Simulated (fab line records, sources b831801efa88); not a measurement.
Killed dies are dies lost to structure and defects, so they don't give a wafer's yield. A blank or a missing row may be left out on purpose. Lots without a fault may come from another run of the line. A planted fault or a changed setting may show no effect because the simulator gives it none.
Chamber matching | flow gf180mcu | GF_STI_CVD_23 on hdpcvd-01: 3 sister chambers
The step deposits SiO2, target thk 650 nm, time 108.3 s. 14 wafers are shown with their chamber, then 7 later ones without.

WAFERS WITH THEIR CHAMBER
wafer  | chamber | susceptor_temp_C (C)
L538.1 | 1       | 599.9
L538.4 | 2       | 600.7
L538.6 | 0       | 600.2
L539.3 | 1       | 599.8
L539.4 | 2       | 600.0
L539.5 | 0       | 600.0
L540.3 | 1       | 600.3
L540.6 | 1       | 599.9
L542.4 | 0       | 600.1
L542.6 | 1       | 600.0
L543.4 | 2       | 599.7
L543.6 | 1       | 600.0
L554.3 | 0       | 599.8
L554.4 | 1       | 600.2

SIGNATURES (means of the wafers above)
reading          | chamber 0 | chamber 1 | chamber 2 | scatter within a chamber
susceptor_temp_C | 600.025   | 600.014   | 600.133   | 0.27
Rule: a wafer's distance from a chamber is the root of the sum, over the readings, of the square of ((its reading less the chamber's mean) divided by the reading's scatter). The wafer belongs to the nearest chamber; if the next one is less than 2 further off, it can't be placed. The scatter: the root of (the sum of the squares of (reading less its chamber's mean) over the shown wafers, divided by (wafers less chambers)).

WAFERS WITHOUT THEIR CHAMBER
wafer  | susceptor_temp_C (C)
L554.5 | 600.5
L555.1 | 599.5
L555.3 | 599.5
L555.6 | 600.0
L556.1 | 600.2
L556.2 | 599.8
L556.3 | 599.9

WHICH CHAMBER EACH WENT THROUGH
wafer  | from the rows above          | in truth
L554.5 | can't be placed: 2 or 0 or 1 | 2
L555.1 | can't be placed: 1 or 0 or 2 | 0
L555.3 | can't be placed: 1 or 0 or 2 | 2
L555.6 | can't be placed: 1 or 0 or 2 | 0
L556.1 | can't be placed: 2 or 0 or 1 | 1
L556.2 | can't be placed: 1 or 0 or 2 | 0
L556.3 | can't be placed: 1 or 0 or 2 | 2
Placed correctly: 0 of 7. Can't be placed from these rows: 7 (the true chamber is among the candidates in 7). Placed wrongly: 0.
